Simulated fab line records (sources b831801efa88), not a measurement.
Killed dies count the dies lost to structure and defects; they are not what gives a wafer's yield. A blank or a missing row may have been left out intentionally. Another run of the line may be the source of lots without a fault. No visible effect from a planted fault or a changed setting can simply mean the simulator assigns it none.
Which tool is to blame? -- flow gf180mcu -- 24 lots, 72 wafers sampled, at 3 steps of a route of 602

WHAT THE GAUGES SHOWED, per wafer
GF_MIM_RS_MEAS_10: the measuring method here is four-point-probe. Usual: for MIM_ALCU_RS the level is 0.1601 ohm/sq and the standard deviation is 0.0016.
lot,measured,on,MIM_ALCU_RS (ohm/sq),flag
L074,day 24 01:29,film_metro-02,0.1606 0.1593 0.1590,
L075,day 24 16:37,film_metro-01,0.1608 0.1596 0.1600,
L076,day 24 18:43,film_metro-02,0.1592 0.1630 0.1619,
L077,day 25 06:23,film_metro-01,0.1597 0.1606 0.1598,
L078,day 25 15:44,film_metro-04,0.1603 0.1583 0.1582,
L079,day 26 02:12,film_metro-04,0.1601 0.1600 0.1619,
L080,day 26 06:02,film_metro-02,0.1597 0.1581 0.1595,
L081,day 26 20:56,film_metro-01,0.1610 0.1626 0.1579,
L082,day 26 21:31,film_metro-02,0.1622 0.1596 0.1591,
L083,day 27 11:32,film_metro-04,0.1590 0.1608 0.1573,
L084,day 27 16:16,film_metro-02,0.1579 0.1603 0.1610,
L085,day 28 05:12,film_metro-01,0.1586 0.1576 0.1581,
L086,day 28 05:51,film_metro-01,0.1583 0.1581 0.1603,
L087,day 28 18:15,film_metro-04,0.1602 0.1628 0.1598,
L088,day 29 00:13,film_metro-01,0.1615 0.1599 0.1622,
L089,day 29 11:14,film_metro-02,0.1599 0.1609 0.1613,
L090,day 30 00:05,film_metro-02,0.1598 0.1571 0.1605,
L091,day 30 08:56,film_metro-02,0.1603 0.1605 0.1587,
L092,day 30 14:01,film_metro-04,0.1626 0.1610 0.1614,
L093,day 30 16:35,film_metro-01,0.1610 0.1618 0.1614,
L094,day 30 19:19,film_metro-02,0.1594 0.1620 0.1623,
L095,day 30 22:14,film_metro-02,0.1606 0.1593 0.1613,
L096,day 31 04:39,film_metro-04,0.1597 0.1609 0.1590,
L097,day 31 13:46,film_metro-01,0.1594 0.1602 0.1607,

GF_V5_BOW_MEAS_05. Usual: for V5_BOW the level is 131 um and the standard deviation is 8.6.
lot,measured,on,V5_BOW (um),flag
L074,day 25 21:46,film_metro-03,133 137 148,
L075,day 26 12:11,film_metro-02,141 142 129,
L076,day 26 14:58,film_metro-03,119 117 131,
L077,day 27 01:58,film_metro-04,130 145 131,
L078,day 27 10:51,film_metro-02,129 131 139,
L079,day 27 20:08,film_metro-02,141 125 126,
L080,day 28 00:40,film_metro-04,134 115 121,
L081,day 28 13:58,film_metro-04,130 136 138,
L082,day 28 14:58,film_metro-03,132 131 132,
L083,day 29 04:10,film_metro-02,121 126 118,
L084,day 29 08:07,film_metro-04,122 117 127,
L085,day 29 21:03,film_metro-03,137 132 136,
L086,day 29 21:34,film_metro-03,121 121 129,
L087,day 30 08:48,film_metro-03,123 137 131,
L088,day 30 15:23,film_metro-02,130 139 125,
L089,day 31 00:15,film_metro-03,129 133 138,
L090,day 31 13:40,film_metro-03,141 134 130,
L091,day 31 20:44,film_metro-03,114 122 117,
L092,day 32 02:08,film_metro-02,138 119 127,
L093,day 32 04:16,film_metro-03,128 131 148,
L094,day 32 07:14,film_metro-02,127 130 143,
L095,day 32 10:34,film_metro-03,117 116 131,
L096,day 32 16:12,film_metro-03,131 137 145,
L097,day 33 00:52,film_metro-02,132 116 114,

WHICH TOOL RAN EACH LOT (tool, then ch and the chambers of the sampled wafers, then the start)
lot,GF_MIM_CVD_05
L074,"pecvd-01 ch 0,1,2, day 24 01:17"
L075,"pecvd-01 ch 0,2, day 24 16:24"
L076,"pecvd-04 ch 0,1, day 24 18:32"
L077,"pecvd-04 ch 0,1, day 25 06:11"
L078,"pecvd-01 ch 0,1, day 25 15:30"
L079,"pecvd-01 ch 1,2, day 26 01:58"
L080,"pecvd-03 ch 0,2, day 26 05:48"
L081,"pecvd-01 ch 0,1, day 26 20:44"
L082,"pecvd-03 ch 0,1,2, day 26 21:20"
L083,"pecvd-04 ch 0,1, day 27 11:20"
L084,"pecvd-03 ch 1,2, day 27 16:04"
L085,"pecvd-03 ch 2, day 28 04:56"
L086,"pecvd-04 ch 0,1,2, day 28 05:37"
L087,"pecvd-01 ch 0,1, day 28 18:04"
L088,"pecvd-01 ch 0,2, day 29 00:02"
L089,"pecvd-04 ch 0,1, day 29 11:02"
L090,"pecvd-04 ch 0, day 29 23:52"
L091,"pecvd-03 ch 0,1,2, day 30 08:44"
L092,"pecvd-03 ch 0,1,2, day 30 13:47"
L093,"pecvd-03 ch 0,2, day 30 16:21"
L094,"pecvd-04 ch 0,1,2, day 30 19:05"
L095,"pecvd-01 ch 0,1,2, day 30 22:02"
L096,"pecvd-01 ch 0,1,2, day 31 04:25"
L097,"pecvd-01 ch 0,2, day 31 13:34"
- GF_MIM_CVD_05: deposits Si3N4, target thk 42 nm, time 29.086 s.

AS READ BY THE TOOLS THEMSELVES (means over the sampled wafers that have a number; for cases with no such wafer, the mark the record gives instead)
GF_MIM_CVD_05. Usual: heater_power_w at 645 W, with a standard deviation of 90.
lot,tool,heater_power_w (W),flag
L074,pecvd-01,639,
L075,pecvd-01,689,
L076,pecvd-04,616,
L077,pecvd-04,552,
L078,pecvd-01,674,
L079,pecvd-01,644,
L080,pecvd-03,705,
L081,pecvd-01,657,
L082,pecvd-03,691,
L083,pecvd-04,536,
L084,pecvd-03,605,
L085,pecvd-03,595,
L086,pecvd-04,637,
L087,pecvd-01,629,
L088,pecvd-01,692,
L089,pecvd-04,569,
L090,pecvd-04,462,
L091,pecvd-03,684,
L092,pecvd-03,641,
L093,pecvd-03,713,
L094,pecvd-04,625,
L095,pecvd-01,654,
L096,pecvd-01,663,
L097,pecvd-01,637,

THE ANSWER, worked out from the rows above alone
Rule: a lot counts as off when the mean over its wafers that have a number is more than 3 standard deviations away from the usual mean. A lot without any number at a reading at which 4 lots or more have one is off too. Any other lot the step has rows for is counted as sound. First the gauges in route order, then the tools' own readings, where a lot's mean is used as printed above. At the first step where some lot is off, the reading lying furthest off is the one used; lots without a number count as furthest.
No lot is off at any reading shown: from this, nothing can be told.

WHAT WAS PUT IN BY THE SIMULATOR
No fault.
